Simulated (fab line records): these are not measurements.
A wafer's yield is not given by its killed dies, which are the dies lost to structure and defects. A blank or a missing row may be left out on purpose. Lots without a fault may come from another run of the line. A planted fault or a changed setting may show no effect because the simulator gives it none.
Problem report in the 8D (eight disciplines) form, filled by code :: flow gf180mcu :: the parts of the form that need people (team, actions taken, sign-off) are left out

## 1. THE PROBLEM
Wafers free of any fault read 1212 (standard deviation 11) for VT_IMPLANT_2_TW at GF_VT_IMPLANT_TW_MEAS_21, against a mean of 581 on 6 wafers of 2 lots. Relative to the usual mean, that is a shift of -57 standard deviations.
Seen first at day 10 06:47 on film_metro-02, wafer L106.3. The record has a number at this step for 42 wafers belonging to 14 lots. The rule behind "out" and "out of limits": a value lying over 4 standard deviations away from the usual mean. The rest of the wafers with a number are treated as sound.

## 2. WHAT THIS IS AND IS NOT
question: which readings at this step
is: VT_IMPLANT_2_TW
is not: -

question: which lots
is: L106, L108
is not: L100, L109, L111, L113, L114, L991, L992, L993, L994, L995, L996, L997

question: which wafers of those lots
is: all that have a number
is not: -

question: read on which gauges
is: film_metro-02, film_metro-03
is not: film_metro-04

question: when
is: from day 10 06:47
is not: up to then (24 sound wafers); but 12 sound wafers of L109, L111, L113, L114 came after

## 3. THE SUSPECTS, EACH WITH WHAT RULES IT OUT
Counting: a tool at any process step up to the reading remains a suspect when it ran all the lots that are out and ran no sound lot after the first of those.
- the gauge at GF_VT_IMPLANT_TW_MEAS_21: ruled out. Those wafers that are out were read across 2 gauges (film_metro-02, film_metro-03).
- implanter-04 at GF_VT_IMPLANT_IMPLANT_19: kept. It processed each lot that is out, first L106 at day 10 06:34, and no sound lot thereafter; up to then, the last sound lot it processed was L100 at day 8 13:58. Out on those wafers are its own readings of dose_ions_cm2, faraday_current_uA.
After counting, what remains is implanter-04 at GF_VT_IMPLANT_IMPLANT_19.

## 4. THE CAUSE (what the simulator had put in)
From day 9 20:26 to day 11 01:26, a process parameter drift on implanter-04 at GF_VT_IMPLANT_IMPLANT_19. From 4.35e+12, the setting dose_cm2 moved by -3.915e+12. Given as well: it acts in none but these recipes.
Only this tool survived the counting.

## 5. THE EFFECT CHAIN, in route order
Each row: a reading whose mean over the struck wafers that have a number lies more than 3 standard deviations from the usual. Only readings whose record carries a usual standard deviation are examined. hours: median over the lots of the time between each lot's start at the first step of this table that gives one and its start at this step. sigmas: the change, counted in usual standard deviations.
hours: 0
step: GF_VT_IMPLANT_IMPLANT_19
reading: dose_ions_cm2
usual: 4.35e+12
on struck wafers: 4.32e+11
change: -3.92e+12
sigmas: -99 or more

hours: 0
step: GF_VT_IMPLANT_IMPLANT_19
reading: faraday_current_uA
usual: 24.6
on struck wafers: 2.5
change: -22.1
sigmas: -41

hours: 0
step: GF_VT_IMPLANT_TW_MEAS_21
reading: VT_IMPLANT_2_TW
usual: 1212
on struck wafers: 581
change: -631
sigmas: -57
The process steps in it:
- GF_VT_IMPLANT_IMPLANT_19

## 6. WHAT WOULD HAVE CAUGHT IT SOONER
Counted from the fault's start at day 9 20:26, it took 10 hours until the first out-of-limits reading at a measuring or inspecting step in this record, taken at day 10 06:47.
At GF_VT_IMPLANT_IMPLANT_19, the tool's own readings (dose_ions_cm2, faraday_current_uA) were out on each struck wafer the step has a row for, so an alarm limit on them would have fired on the first such wafer.
Lots out: 2; of these, L108 started GF_VT_IMPLANT_IMPLANT_19 on implanter-04 after day 10 06:47. A tool hold placed at that time would have kept it from harm.
